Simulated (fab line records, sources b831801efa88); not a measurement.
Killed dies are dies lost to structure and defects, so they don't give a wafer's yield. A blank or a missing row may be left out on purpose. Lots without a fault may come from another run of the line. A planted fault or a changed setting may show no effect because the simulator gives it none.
Chamber matching | flow sky130 | SKY_FIELD_ISO_CVD_24 on hdpcvd-02: 3 sister chambers
The step deposits SiO2, target thk 595 nm, time 99.2 s. 6 wafers are shown with their chamber, then 9 later ones without.

WAFERS WITH THEIR CHAMBER
wafer  | chamber | sih4_flow_sccm (sccm) | pressure_mtorr (mTorr)
L826.3 | 0       | 59.97                 | 5.990
L827.5 | 1       | 60.00                 | 6.009
L827.6 | 2       | 59.94                 | 6.003
L828.3 | 1       | 59.76                 | 6.010
L828.4 | 2       | 60.18                 | 6.001
L828.5 | 0       | 60.14                 | 6.011

WAFERS WITHOUT THEIR CHAMBER
wafer  | sih4_flow_sccm (sccm) | pressure_mtorr (mTorr)
L829.3 | 59.95                 | 6.020
L829.4 | 59.61                 | 5.994
L829.5 | 60.13                 | 6.008
L842.1 | 60.04                 | 6.007
L842.2 | 60.00                 | 6.022
L842.6 | 59.88                 | 6.026
L844.3 | 60.08                 | 5.986
L844.4 | 59.61                 | 6.002
L844.5 | 60.09                 | 6.007

WHICH CHAMBER EACH WENT THROUGH
wafer  | from the rows above          | in truth
L829.3 | can't be placed: 1 or 2 or 0 | 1
L829.4 | can't be placed: 1 or 0 or 2 | 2
L829.5 | can't be placed: 2 or 0 or 1 | 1
L842.1 | can't be placed: 2 or 0 or 1 | 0
L842.2 | can't be placed: 1 or 2 or 0 | 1
L842.6 | can't be placed: 1 or 2 or 0 | 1
L844.3 | can't be placed: 0 or 2 or 1 | 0
L844.4 | can't be placed: 1 or 0 or 2 | 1
L844.5 | can't be placed: 2 or 0 or 1 | 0
Placed correctly: 0 of 9. Can't be placed from these rows: 9 (the true chamber is among the candidates in 9). Placed wrongly: 0.
How it was worked out, from the rows above alone: a wafer's distance from a chamber is the root of the sum, over the readings, of the square of ((its reading less the chamber's mean) divided by the reading's scatter). The wafer belongs to the nearest chamber; if the next one is less than 2 further off, it can't be placed. A chamber's mean is the mean of its shown wafers. The scatter: the root of (the sum of the squares of (reading less its chamber's mean) over the shown wafers, divided by (wafers less chambers)).
